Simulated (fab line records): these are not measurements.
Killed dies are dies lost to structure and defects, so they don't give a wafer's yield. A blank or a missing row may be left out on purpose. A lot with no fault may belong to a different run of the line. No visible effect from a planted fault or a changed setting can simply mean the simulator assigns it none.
fab line records / flow sky130
[record] lots = 6 wafers = 18 lastDay = 50
route steps=708 shown CAP2M@604
lots that met no fault: taken from a fault-free run of the same line
startH: hours from the record's opening day to when the first of the lot's shown wafers began / waitH: hours since the lot's step before / " unchanged from the row above / L1.1+2: a row that stands for several wafers / - no value present, or no start provided / * or withheld: withheld / < > ~ a bound
route shown NAME@n: a module of which the file shows steps, and the number in the route of the first / usual: mean and standard deviation over wafers with no fault / same: alike in all rows / chamber/n: place in a boat / sites: readings site by site / _std_site: the values' standard deviation / _edge_site: the outer-site mean with the inner-site mean subtracted / radiusMm: how far each site lies from the wafer's centre / mask NAME#n: copy n / behind: the most recent tool/chamber to have shaped the wafer / hold: why the lot was held/for how many hours/how that ended / device: whichever transistor did not switch (one of n, p or np) / end of line: the tests these same wafers got at the end of their route / for a step that has no rows: nothing shown but its recipe / killed: dies lost to structure and defects at the first sort, not the wafer's yield / map: a wafer's dies, marking killed ones x, the rest . and places with no die _
set.NAME: the run value of the setting; set.NAME@STEP: its run value at that earlier step / model.NAME: the simulator's own value behind a step, which no gauge read
lots at some steps of the route; a table a step, a row a wafer
services: when a tool's chamber went out of use (startH, in hours from the record's first day, below 0 if earlier), for how many hours, and the reason
[[steps]]
[step SKY_CAP2M_THK_MEAS_01]
[recipe] reads = SiO2_of_CAP2M_CVD_00
[usual] CAP2M_CVD_00_THK = 15.43/0.22
lot.wafer=L146.4 tool=filmMetro-01 chamber=- startH=997.68 waitH=- CAP2M_CVD_00_THK[nm]=15.40
lot.wafer=L146.5 tool=filmMetro-01 chamber=- startH=997.68 waitH=- CAP2M_CVD_00_THK[nm]=15.86
lot.wafer=L146.6 tool=filmMetro-01 chamber=- startH=997.68 waitH=- CAP2M_CVD_00_THK[nm]=15.49
lot.wafer=L149.1 tool=filmMetro-01 chamber=- startH=1016.15 waitH=- CAP2M_CVD_00_THK[nm]=15.62
lot.wafer=L149.4 tool=filmMetro-01 chamber=- startH=1016.15 waitH=- CAP2M_CVD_00_THK[nm]=15.50
lot.wafer=L149.5 tool=filmMetro-01 chamber=- startH=1016.15 waitH=- CAP2M_CVD_00_THK[nm]=15.55
lot.wafer=L151.1 tool=filmMetro-04 chamber=- startH=1017.97 waitH=- CAP2M_CVD_00_THK[nm]=15.27
lot.wafer=L151.2 tool=filmMetro-04 chamber=- startH=1017.97 waitH=- CAP2M_CVD_00_THK[nm]=15.32
lot.wafer=L151.6 tool=filmMetro-04 chamber=- startH=1017.97 waitH=- CAP2M_CVD_00_THK[nm]=15.36
lot.wafer=L155.4 tool=filmMetro-01 chamber=- startH=1044.15 waitH=- CAP2M_CVD_00_THK[nm]=15.55
lot.wafer=L155.5 tool=filmMetro-01 chamber=- startH=1044.15 waitH=- CAP2M_CVD_00_THK[nm]=15.45
lot.wafer=L155.6 tool=filmMetro-01 chamber=- startH=1044.15 waitH=- CAP2M_CVD_00_THK[nm]=15.57
lot.wafer=L157.2 tool=filmMetro-03 chamber=- startH=1060.35 waitH=- CAP2M_CVD_00_THK[nm]=15.23
lot.wafer=L157.3 tool=filmMetro-03 chamber=- startH=1060.35 waitH=- CAP2M_CVD_00_THK[nm]=15.26
lot.wafer=L157.4 tool=filmMetro-03 chamber=- startH=1060.35 waitH=- CAP2M_CVD_00_THK[nm]=15.33
lot.wafer=L160.2 tool=filmMetro-03 chamber=- startH=1069.72 waitH=- CAP2M_CVD_00_THK[nm]=15.20
lot.wafer=L160.3 tool=filmMetro-03 chamber=- startH=1069.72 waitH=- CAP2M_CVD_00_THK[nm]=15.00
lot.wafer=L160.4 tool=filmMetro-03 chamber=- startH=1069.72 waitH=- CAP2M_CVD_00_THK[nm]=15.51
[step SKY_CAP2M_SPUTTER_02]
[recipe] material = TiN targetThkNm = 200 tempC = 300 powerW = 6500 timeS = 166.7 chamberPressurePa = 0.4
[usual] throttleValvePct = 30.0/1.4
lot.wafer=L146.4 tool=pvdSputter-03 chamber=- startH=997.71 waitH=0.0 throttleValvePct=28.0
lot.wafer=L146.5 tool=pvdSputter-03 chamber=- startH=997.71 waitH=0.0 throttleValvePct=31.2
lot.wafer=L146.6 tool=pvdSputter-03 chamber=- startH=997.71 waitH=0.0 throttleValvePct=29.9
lot.wafer=L149.1 tool=pvdSputter-04 chamber=- startH=1016.21 waitH=0.1 throttleValvePct=28.8
lot.wafer=L149.4 tool=pvdSputter-04 chamber=- startH=1016.21 waitH=0.1 throttleValvePct=29.1
lot.wafer=L149.5 tool=pvdSputter-04 chamber=- startH=1016.21 waitH=0.1 throttleValvePct=29.2
lot.wafer=L151.1 tool=pvdSputter-04 chamber=- startH=1018.03 waitH=0.1 throttleValvePct=29.1
lot.wafer=L151.2 tool=pvdSputter-04 chamber=- startH=1018.03 waitH=0.1 throttleValvePct=31.5
lot.wafer=L151.6 tool=pvdSputter-04 chamber=- startH=1018.03 waitH=0.1 throttleValvePct=31.4
lot.wafer=L155.4 tool=pvdSputter-01 chamber=- startH=1044.18 waitH=0.0 throttleValvePct=30.9
lot.wafer=L155.5 tool=pvdSputter-01 chamber=- startH=1044.18 waitH=0.0 throttleValvePct=29.9
lot.wafer=L155.6 tool=pvdSputter-01 chamber=- startH=1044.18 waitH=0.0 throttleValvePct=28.5
lot.wafer=L157.2 tool=pvdSputter-01 chamber=- startH=1060.40 waitH=0.0 throttleValvePct=30.7
lot.wafer=L157.3 tool=pvdSputter-01 chamber=- startH=1060.40 waitH=0.0 throttleValvePct=28.4
lot.wafer=L157.4 tool=pvdSputter-01 chamber=- startH=1060.40 waitH=0.0 throttleValvePct=30.0
lot.wafer=L160.2 tool=pvdSputter-04 chamber=- startH=1069.77 waitH=0.0 throttleValvePct=28.9
lot.wafer=L160.3 tool=pvdSputter-04 chamber=- startH=1069.77 waitH=0.0 throttleValvePct=31.3
lot.wafer=L160.4 tool=pvdSputter-04 chamber=- startH=1069.77 waitH=0.0 throttleValvePct=32.8
[step SKY_CAP2M_RS_MEAS_03]
[recipe] thkMeasGauge = four-point-probe reads = TiN_of_CAP2M_SPUTTER_02
[usual] CAP2M_TIN_RS = 6.89/0.086
lot.wafer=L146.4 tool=filmMetro-04 chamber=- startH=997.88 waitH=0.1 CAP2M_TIN_RS[ohm/sq]=6.94
lot.wafer=L146.5 tool=filmMetro-04 chamber=- startH=997.88 waitH=0.1 CAP2M_TIN_RS[ohm/sq]=6.92
lot.wafer=L146.6 tool=filmMetro-04 chamber=- startH=997.88 waitH=0.1 CAP2M_TIN_RS[ohm/sq]=7.02
lot.wafer=L149.1 tool=filmMetro-04 chamber=- startH=1016.32 waitH=0.1 CAP2M_TIN_RS[ohm/sq]=6.84
lot.wafer=L149.4 tool=filmMetro-04 chamber=- startH=1016.32 waitH=0.1 CAP2M_TIN_RS[ohm/sq]=6.91
lot.wafer=L149.5 tool=filmMetro-04 chamber=- startH=1016.32 waitH=0.1 CAP2M_TIN_RS[ohm/sq]=6.90
lot.wafer=L151.1 tool=filmMetro-01 chamber=- startH=1018.14 waitH=0.1 CAP2M_TIN_RS[ohm/sq]=6.95
lot.wafer=L151.2 tool=filmMetro-01 chamber=- startH=1018.14 waitH=0.1 CAP2M_TIN_RS[ohm/sq]=6.88
lot.wafer=L151.6 tool=filmMetro-01 chamber=- startH=1018.14 waitH=0.1 CAP2M_TIN_RS[ohm/sq]=6.84
lot.wafer=L155.4 tool=filmMetro-03 chamber=- startH=1044.35 waitH=0.1 CAP2M_TIN_RS[ohm/sq]=6.93
lot.wafer=L155.5 tool=filmMetro-03 chamber=- startH=1044.35 waitH=0.1 CAP2M_TIN_RS[ohm/sq]=6.87
lot.wafer=L155.6 tool=filmMetro-03 chamber=- startH=1044.35 waitH=0.1 CAP2M_TIN_RS[ohm/sq]=6.85
lot.wafer=L157.2 tool=filmMetro-01 chamber=- startH=1060.53 waitH=0.1 CAP2M_TIN_RS[ohm/sq]=7.12
lot.wafer=L157.3 tool=filmMetro-01 chamber=- startH=1060.53 waitH=0.1 CAP2M_TIN_RS[ohm/sq]=7.04
lot.wafer=L157.4 tool=filmMetro-01 chamber=- startH=1060.53 waitH=0.1 CAP2M_TIN_RS[ohm/sq]=7.16
lot.wafer=L160.2 tool=filmMetro-01 chamber=- startH=1069.90 waitH=0.1 CAP2M_TIN_RS[ohm/sq]=6.82
lot.wafer=L160.3 tool=filmMetro-01 chamber=- startH=1069.90 waitH=0.1 CAP2M_TIN_RS[ohm/sq]=6.68
lot.wafer=L160.4 tool=filmMetro-01 chamber=- startH=1069.90 waitH=0.1 CAP2M_TIN_RS[ohm/sq]=6.74
[step SKY_CAP2M_THK_MEAS_04]
[recipe] thkMeasGauge = xrf reads = TiN_of_CAP2M_SPUTTER_02
[usual] CAP2M_TIN_THK = 199.3/2.5
lot.wafer=L146.4 tool=filmMetro-04 chamber=- startH=997.97 waitH=0.1 CAP2M_TIN_THK[nm]=198.5
lot.wafer=L146.5 tool=filmMetro-04 chamber=- startH=997.97 waitH=0.1 CAP2M_TIN_THK[nm]=197.3
lot.wafer=L146.6 tool=filmMetro-04 chamber=- startH=997.97 waitH=0.1 CAP2M_TIN_THK[nm]=195.8
lot.wafer=L149.1 tool=filmMetro-04 chamber=- startH=1016.44 waitH=0.1 CAP2M_TIN_THK[nm]=200.8
lot.wafer=L149.4 tool=filmMetro-04 chamber=- startH=1016.44 waitH=0.1 CAP2M_TIN_THK[nm]=198.4
lot.wafer=L149.5 tool=filmMetro-04 chamber=- startH=1016.44 waitH=0.1 CAP2M_TIN_THK[nm]=199.4
lot.wafer=L151.1 tool=filmMetro-01 chamber=- startH=1018.26 waitH=0.1 CAP2M_TIN_THK[nm]=197.0
lot.wafer=L151.2 tool=filmMetro-01 chamber=- startH=1018.26 waitH=0.1 CAP2M_TIN_THK[nm]=199.9
lot.wafer=L151.6 tool=filmMetro-01 chamber=- startH=1018.26 waitH=0.1 CAP2M_TIN_THK[nm]=201.0
lot.wafer=L155.4 tool=filmMetro-03 chamber=- startH=1044.44 waitH=0.1 CAP2M_TIN_THK[nm]=198.7
lot.wafer=L155.5 tool=filmMetro-03 chamber=- startH=1044.44 waitH=0.1 CAP2M_TIN_THK[nm]=200.2
lot.wafer=L155.6 tool=filmMetro-03 chamber=- startH=1044.44 waitH=0.1 CAP2M_TIN_THK[nm]=200.8
lot.wafer=L157.2 tool=filmMetro-01 chamber=- startH=1060.64 waitH=0.1 CAP2M_TIN_THK[nm]=193.6
lot.wafer=L157.3 tool=filmMetro-01 chamber=- startH=1060.64 waitH=0.1 CAP2M_TIN_THK[nm]=195.5
lot.wafer=L157.4 tool=filmMetro-01 chamber=- startH=1060.64 waitH=0.1 CAP2M_TIN_THK[nm]=192.8
lot.wafer=L160.2 tool=filmMetro-01 chamber=- startH=1070.01 waitH=0.1 CAP2M_TIN_THK[nm]=202.8
lot.wafer=L160.3 tool=filmMetro-01 chamber=- startH=1070.01 waitH=0.1 CAP2M_TIN_THK[nm]=205.9
lot.wafer=L160.4 tool=filmMetro-01 chamber=- startH=1070.01 waitH=0.1 CAP2M_TIN_THK[nm]=204.7
[step SKY_CAP2M_DEHYDRATE_05]
[recipe] tempC = 200 timeS = 60
[step SKY_CAP2M_HMDS_06]
[recipe] primeTimeS = 60 primeTempC = 120
[step SKY_CAP2M_COAT_07]
[recipe] resist = NOVOLAK spinRpm = 3000 resistThkNm = 1140
[step SKY_CAP2M_SOFTBAKE_08]
[recipe] tempC = 90 timeS = 60 resist = NOVOLAK
[step SKY_CAP2M_EXPOSE_09]
[recipe] maskId = CAP2M na = 0.6 sourceShape = conventional sigmaOuter = 0.6 polarization = unpolarized targetCdNm = 1000 doseMj = 159
[step SKY_CAP2M_PEB_10]
[recipe] tempC = withheld timeS = * resist = NOVOLAK
[step SKY_CAP2M_DEVELOP_11]
[recipe] resist = NOVOLAK developer = TMAH developTimeS = 60 devTempC = 23
[step SKY_CAP2M_OVL_MEAS_12]
[usual] CAP2M_OVL = -0.9/1.4
lot.wafer=L146.4 tool=overlay-01 chamber=- startH=1020.95 waitH=0.1 CAP2M_OVL[nm]=0.7
lot.wafer=L146.5 tool=overlay-01 chamber=- startH=1020.95 waitH=0.1 CAP2M_OVL[nm]=-0.8
lot.wafer=L146.6 tool=overlay-01 chamber=- startH=1020.95 waitH=0.1 CAP2M_OVL[nm]=-0.1
lot.wafer=L149.1 tool=overlay-01 chamber=- startH=1039.08 waitH=0.1 CAP2M_OVL[nm]=-2.1
lot.wafer=L149.4 tool=overlay-01 chamber=- startH=1039.08 waitH=0.1 CAP2M_OVL[nm]=-1.7
lot.wafer=L149.5 tool=overlay-01 chamber=- startH=1039.08 waitH=0.1 CAP2M_OVL[nm]=-1.0
lot.wafer=L151.1 tool=overlay-02 chamber=- startH=1040.68 waitH=0.1 CAP2M_OVL[nm]=0.1
lot.wafer=L151.2 tool=overlay-02 chamber=- startH=1040.68 waitH=0.1 CAP2M_OVL[nm]=-0.8
lot.wafer=L151.6 tool=overlay-02 chamber=- startH=1040.68 waitH=0.1 CAP2M_OVL[nm]=-0.1
lot.wafer=L155.4 tool=overlay-01 chamber=- startH=1066.30 waitH=0.1 CAP2M_OVL[nm]=-4.0
lot.wafer=L155.5 tool=overlay-01 chamber=- startH=1066.30 waitH=0.1 CAP2M_OVL[nm]=-3.4
lot.wafer=L155.6 tool=overlay-01 chamber=- startH=1066.30 waitH=0.1 CAP2M_OVL[nm]=-2.8
lot.wafer=L157.2 tool=overlay-02 chamber=- startH=1081.94 waitH=0.1 CAP2M_OVL[nm]=-1.4
lot.wafer=L157.3 tool=overlay-02 chamber=- startH=1081.94 waitH=0.1 CAP2M_OVL[nm]=-2.7
lot.wafer=L157.4 tool=overlay-02 chamber=- startH=1081.94 waitH=0.1 CAP2M_OVL[nm]=-0.5
lot.wafer=L160.2 tool=overlay-02 chamber=- startH=1090.19 waitH=0.1 CAP2M_OVL[nm]=-1.9
lot.wafer=L160.3 tool=overlay-02 chamber=- startH=1090.19 waitH=0.1 CAP2M_OVL[nm]=-2.0
lot.wafer=L160.4 tool=overlay-02 chamber=- startH=1090.19 waitH=0.1 CAP2M_OVL[nm]=-3.1
[step SKY_CAP2M_METAL_ETCH_13]
[recipe] targetDepthNm = 220 stopOn = SiO2 chemistry = Cl2/BCl3 target = TiN pressureMtorr = 10 icpW = 900 biasW = 48.5 Cl2_flow_sccm = 60 bcl3FlowSccm = 30 timeS = 62.9
[usual] bcl3FlowSccm = 29.99/0.093 biasW = 48.47/0.14 drypumpMotorCurrentA = 5.7/0.53 heBacksideLeakSccm = 3.38/0.2 oesProductAu = 0.943/0.008 rfFwdPowerW = 891/3.1 throttleValvePct = 21.902/0.01
lot.wafer=L146.4 tool=rieMetal-04 chamber=1 startH=1021.00 waitH=0.0 bcl3FlowSccm=29.82 biasW=48.62 drypumpMotorCurrentA=6.3 heBacksideLeakSccm=3.48 oesProductAu=0.942 rfFwdPowerW=891 rfHoursCounterH=- throttleValvePct=21.927 model.NOVOLAK_of_CAP2M_COAT_07.thkNm=1002
lot.wafer=L146.5 tool=rieMetal-04 chamber=0 startH=1021.00 waitH=0.0 bcl3FlowSccm=29.92 biasW=48.36 drypumpMotorCurrentA=5.6 heBacksideLeakSccm=3.43 oesProductAu=0.948 rfFwdPowerW=889 rfHoursCounterH=- throttleValvePct=21.911 model.NOVOLAK_of_CAP2M_COAT_07.thkNm=995.7
lot.wafer=L146.6 tool=rieMetal-04 chamber=1 startH=1021.00 waitH=0.0 bcl3FlowSccm=29.99 biasW=48.38 drypumpMotorCurrentA=6.3 heBacksideLeakSccm=3.23 oesProductAu=0.939 rfFwdPowerW=887 rfHoursCounterH=- throttleValvePct=21.915 model.NOVOLAK_of_CAP2M_COAT_07.thkNm=1001
lot.wafer=L149.1 tool=rieMetal-01 chamber=0 startH=1039.11 waitH=0.0 bcl3FlowSccm=- biasW=- drypumpMotorCurrentA=- heBacksideLeakSccm=- oesProductAu=- rfFwdPowerW=- rfHoursCounterH=- throttleValvePct=- model.NOVOLAK_of_CAP2M_COAT_07.thkNm=1144
lot.wafer=L149.4 tool=rieMetal-01 chamber=0 startH=1039.11 waitH=0.0 bcl3FlowSccm=- biasW=- drypumpMotorCurrentA=- heBacksideLeakSccm=- oesProductAu=- rfFwdPowerW=- rfHoursCounterH=- throttleValvePct=- model.NOVOLAK_of_CAP2M_COAT_07.thkNm=1143
lot.wafer=L149.5 tool=rieMetal-01 chamber=0 startH=1039.11 waitH=0.0 bcl3FlowSccm=- biasW=- drypumpMotorCurrentA=- heBacksideLeakSccm=- oesProductAu=- rfFwdPowerW=- rfHoursCounterH=- throttleValvePct=- model.NOVOLAK_of_CAP2M_COAT_07.thkNm=1143
lot.wafer=L151.1 tool=rieMetal-03 chamber=1 startH=1040.71 waitH=0.0 bcl3FlowSccm=- biasW=- drypumpMotorCurrentA=- heBacksideLeakSccm=- oesProductAu=- rfFwdPowerW=- rfHoursCounterH=- throttleValvePct=- model.NOVOLAK_of_CAP2M_COAT_07.thkNm=1141
lot.wafer=L151.2 tool=rieMetal-03 chamber=0 startH=1040.71 waitH=0.0 bcl3FlowSccm=- biasW=- drypumpMotorCurrentA=- heBacksideLeakSccm=- oesProductAu=- rfFwdPowerW=- rfHoursCounterH=- throttleValvePct=- model.NOVOLAK_of_CAP2M_COAT_07.thkNm=1139
lot.wafer=L151.6 tool=rieMetal-03 chamber=0 startH=1040.71 waitH=0.0 bcl3FlowSccm=- biasW=- drypumpMotorCurrentA=- heBacksideLeakSccm=- oesProductAu=- rfFwdPowerW=- rfHoursCounterH=- throttleValvePct=- model.NOVOLAK_of_CAP2M_COAT_07.thkNm=1142
lot.wafer=L155.4 tool=rieMetal-01 chamber=0 startH=1066.35 waitH=0.0 bcl3FlowSccm=30.02 biasW=48.49 drypumpMotorCurrentA=6.5 heBacksideLeakSccm=3.21 oesProductAu=0.941 rfFwdPowerW=893 rfHoursCounterH=- throttleValvePct=21.900 model.NOVOLAK_of_CAP2M_COAT_07.thkNm=996.8
lot.wafer=L155.5 tool=rieMetal-01 chamber=1 startH=1066.35 waitH=0.0 bcl3FlowSccm=30.01 biasW=48.60 drypumpMotorCurrentA=5.5 heBacksideLeakSccm=3.53 oesProductAu=0.947 rfFwdPowerW=895 rfHoursCounterH=- throttleValvePct=21.903 model.NOVOLAK_of_CAP2M_COAT_07.thkNm=992.8
lot.wafer=L155.6 tool=rieMetal-01 chamber=0 startH=1066.35 waitH=0.0 bcl3FlowSccm=30.01 biasW=48.58 drypumpMotorCurrentA=6.5 heBacksideLeakSccm=3.13 oesProductAu=0.948 rfFwdPowerW=888 rfHoursCounterH=- throttleValvePct=21.895 model.NOVOLAK_of_CAP2M_COAT_07.thkNm=1000
lot.wafer=L157.2 tool=rieMetal-03 chamber=1 startH=1081.97 waitH=0.0 bcl3FlowSccm=29.88 biasW=48.55 drypumpMotorCurrentA=5.4 heBacksideLeakSccm=3.73 oesProductAu=0.924 rfFwdPowerW=886 rfHoursCounterH=21 throttleValvePct=21.916 model.NOVOLAK_of_CAP2M_COAT_07.thkNm=988.6
lot.wafer=L157.3 tool=rieMetal-03 chamber=0 startH=1081.97 waitH=0.0 bcl3FlowSccm=29.90 biasW=48.27 drypumpMotorCurrentA=4.9 heBacksideLeakSccm=3.20 oesProductAu=0.928 rfFwdPowerW=895 rfHoursCounterH=- throttleValvePct=21.903 model.NOVOLAK_of_CAP2M_COAT_07.thkNm=993
lot.wafer=L157.4 tool=rieMetal-03 chamber=1 startH=1081.97 waitH=0.0 bcl3FlowSccm=29.91 biasW=48.23 drypumpMotorCurrentA=5.4 heBacksideLeakSccm=3.47 oesProductAu=0.924 rfFwdPowerW=889 rfHoursCounterH=- throttleValvePct=21.925 model.NOVOLAK_of_CAP2M_COAT_07.thkNm=989.7
lot.wafer=L160.2 tool=rieMetal-01 chamber=0 startH=1090.22 waitH=0.0 bcl3FlowSccm=29.92 biasW=48.73 drypumpMotorCurrentA=6.5 heBacksideLeakSccm=3.29 oesProductAu=0.951 rfFwdPowerW=890 rfHoursCounterH=10 throttleValvePct=21.888 model.NOVOLAK_of_CAP2M_COAT_07.thkNm=992.7
lot.wafer=L160.3 tool=rieMetal-01 chamber=0 startH=1090.22 waitH=0.0 bcl3FlowSccm=29.95 biasW=48.42 drypumpMotorCurrentA=6.5 heBacksideLeakSccm=3.32 oesProductAu=0.959 rfFwdPowerW=889 rfHoursCounterH=- throttleValvePct=21.887 model.NOVOLAK_of_CAP2M_COAT_07.thkNm=988.4
lot.wafer=L160.4 tool=rieMetal-01 chamber=1 startH=1090.22 waitH=0.0 bcl3FlowSccm=29.94 biasW=48.64 drypumpMotorCurrentA=5.5 heBacksideLeakSccm=3.40 oesProductAu=0.963 rfFwdPowerW=889 rfHoursCounterH=- throttleValvePct=21.897 model.NOVOLAK_of_CAP2M_COAT_07.thkNm=994.3
[step SKY_CAP2M_STRIP_14]
[recipe] chemistry = O2/N2 powerW = 1400 pressureMtorr = 1500 platenTempC = withheld o2FlowSccm = 3000 n2FlowSccm = 300 overashFraction = 0.5
[usual] drypumpMotorCurrentA = 5.82/0.26 oesProductAu = 0.710/0.0045 stripTimeToEndpointS = 12.65/0.054
lot.wafer=L146.4 tool=plasmaAsher-01 chamber=1 startH=1021.08 waitH=0.1 drypumpMotorCurrentA=5.79 oesProductAu=0.711 rfHoursCounterH=- stripTimeToEndpointS=12.76
lot.wafer=L146.5 tool=plasmaAsher-01 chamber=0 startH=1021.08 waitH=0.1 drypumpMotorCurrentA=6.30 oesProductAu=0.706 rfHoursCounterH=- stripTimeToEndpointS=12.66
lot.wafer=L146.6 tool=plasmaAsher-01 chamber=1 startH=1021.08 waitH=0.1 drypumpMotorCurrentA=5.78 oesProductAu=0.710 rfHoursCounterH=- stripTimeToEndpointS=12.76
lot.wafer=L149.1 tool=plasmaAsher-02 chamber=1 startH=1039.19 waitH=0.1 drypumpMotorCurrentA=5.74 oesProductAu=0.711 rfHoursCounterH=26 stripTimeToEndpointS=14.23
lot.wafer=L149.4 tool=plasmaAsher-02 chamber=1 startH=1039.19 waitH=0.1 drypumpMotorCurrentA=5.75 oesProductAu=0.715 rfHoursCounterH=- stripTimeToEndpointS=14.21
lot.wafer=L149.5 tool=plasmaAsher-02 chamber=1 startH=1039.19 waitH=0.1 drypumpMotorCurrentA=5.73 oesProductAu=0.720 rfHoursCounterH=- stripTimeToEndpointS=14.23
lot.wafer=L151.1 tool=plasmaAsher-02 chamber=0 startH=1040.79 waitH=0.1 drypumpMotorCurrentA=5.90 oesProductAu=0.715 rfHoursCounterH=27 stripTimeToEndpointS=14.20
lot.wafer=L151.2 tool=plasmaAsher-02 chamber=1 startH=1040.79 waitH=0.1 drypumpMotorCurrentA=5.73 oesProductAu=0.712 rfHoursCounterH=27 stripTimeToEndpointS=14.16
lot.wafer=L151.6 tool=plasmaAsher-02 chamber=1 startH=1040.79 waitH=0.1 drypumpMotorCurrentA=5.73 oesProductAu=0.715 rfHoursCounterH=- stripTimeToEndpointS=14.21
lot.wafer=L155.4 tool=plasmaAsher-02 chamber=1 startH=1066.43 waitH=0.1 drypumpMotorCurrentA=5.76 oesProductAu=0.705 rfHoursCounterH=- stripTimeToEndpointS=12.68
lot.wafer=L155.5 tool=plasmaAsher-02 chamber=0 startH=1066.43 waitH=0.1 drypumpMotorCurrentA=5.91 oesProductAu=0.708 rfHoursCounterH=- stripTimeToEndpointS=12.65
lot.wafer=L155.6 tool=plasmaAsher-02 chamber=1 startH=1066.43 waitH=0.1 drypumpMotorCurrentA=5.75 oesProductAu=0.707 rfHoursCounterH=- stripTimeToEndpointS=12.74
lot.wafer=L157.2 tool=plasmaAsher-01 chamber=0 startH=1082.05 waitH=0.1 drypumpMotorCurrentA=6.34 oesProductAu=0.702 rfHoursCounterH=3 stripTimeToEndpointS=12.59
lot.wafer=L157.3 tool=plasmaAsher-01 chamber=1 startH=1082.05 waitH=0.1 drypumpMotorCurrentA=5.80 oesProductAu=0.712 rfHoursCounterH=- stripTimeToEndpointS=12.66
lot.wafer=L157.4 tool=plasmaAsher-01 chamber=0 startH=1082.05 waitH=0.1 drypumpMotorCurrentA=6.33 oesProductAu=0.707 rfHoursCounterH=- stripTimeToEndpointS=12.62
lot.wafer=L160.2 tool=plasmaAsher-01 chamber=1 startH=1090.30 waitH=0.1 drypumpMotorCurrentA=5.79 oesProductAu=0.703 rfHoursCounterH=3 stripTimeToEndpointS=12.64
lot.wafer=L160.3 tool=plasmaAsher-01 chamber=0 startH=1090.30 waitH=0.1 drypumpMotorCurrentA=6.34 oesProductAu=0.718 rfHoursCounterH=- stripTimeToEndpointS=12.60
lot.wafer=L160.4 tool=plasmaAsher-01 chamber=1 startH=1090.30 waitH=0.1 drypumpMotorCurrentA=5.80 oesProductAu=0.710 rfHoursCounterH=- stripTimeToEndpointS=12.69
[step SKY_CAP2M_STRIP_15]
[recipe] chemistry = postEtchResidueRemover timeS = 1200 tempC = 72.5
[[services]]
tool=plasmaAsher-02 chamber=- startH=977.07 hours=2.0 kind=repair
tool=pvdSputter-04 chamber=- startH=980.03 hours=1.2 kind=repair
tool=pvdSputter-04 chamber=3 startH=981.40 hours=- kind=consumableReplace:kit
tool=pvdSputter-04 chamber=3 startH=981.40 hours=18.0 kind=scheduledDown
tool=pvdSputter-04 chamber=3 startH=981.40 hours=18.0 kind=ventCycle
tool=plasmaAsher-01 chamber=- startH=1055.31 hours=9.0 kind=pm
tool=plasmaAsher-01 chamber=0 startH=1055.31 hours=9.0 kind=ventCycle
tool=plasmaAsher-01 chamber=1 startH=1055.31 hours=9.0 kind=ventCycle
tool=pvdSputter-03 chamber=2 startH=1057.56 hours=- kind=consumableReplace:kit
tool=pvdSputter-03 chamber=2 startH=1057.56 hours=18.0 kind=scheduledDown
tool=pvdSputter-03 chamber=2 startH=1057.56 hours=18.0 kind=ventCycle
tool=plasmaAsher-01 chamber=0 startH=1064.31 hours=- kind=clean
tool=plasmaAsher-01 chamber=1 startH=1064.31 hours=- kind=clean
tool=rieMetal-01 chamber=- startH=1069.96 hours=14.6 kind=pm
tool=plasmaAsher-02 chamber=- startH=1078.27 hours=2.2 kind=repair
tool=pvdSputter-04 chamber=2 startH=1082.76 hours=- kind=consumableReplace:kit
tool=pvdSputter-04 chamber=2 startH=1082.76 hours=18.0 kind=scheduledDown
tool=pvdSputter-04 chamber=2 startH=1082.76 hours=18.0 kind=ventCycle
tool=rieMetal-03 chamber=- startH=1084.70 hours=2.7 kind=repair
[[key]]
[firstSign] step = SKY_CAP2M_METAL_ETCH_13 reading = toolRecord direction = missing
[effect] step = SKY_CAP2M_STRIP_14 reading = stripTimeToEndpointS direction = up sigmas = 29 usual = * struck = *
[modelEffect] step = SKY_CAP2M_METAL_ETCH_13 value = NOVOLAK_of_CAP2M_COAT_07.thkNm without = 994.9 struck = 1142
metAt SKY_CAP2M_METAL_ETCH_13
struckWafers L149.1,L149.4,L149.5,L151.1,L151.2,L151.6
laterRowsLeftOut L149.1,L149.4,L149.5,L151.1,L151.2,L151.6
sortLeftOut L149.1,L149.4,L149.5,L151.1,L151.2,L151.6
testerLeftOut L149,L151
[earlierFault] kind = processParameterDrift tool = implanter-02 chamber = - onsetH = 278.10 steps = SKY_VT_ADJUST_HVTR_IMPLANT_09 channel = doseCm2 offset = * shape = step endH = 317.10 actsIn = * stated = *
[fault] kind = skippedStepWhole tool = rieMetal-01,rieMetal-03 chamber = - onsetH = 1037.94 steps = SKY_CAP2M_METAL_ETCH_13 scope = struckLotsOnly
// testerLeftOut: of these lots the tester's yield and bins aren't shown, on N5 and GAA mostly nor the transistor test; their killed dies are dies lost to structure and defects alone, not to doping, threshold or leakage, so they don't give the yield
// sortLeftOut: the simulated sort isn't trusted on such a fault, so these wafers' sort isn't shown, and their yield isn't known
// laterRowsLeftOut: the simulator's readings of these wafers behind a module that went badly wrong aren't trusted and aren't shown, but for the sort
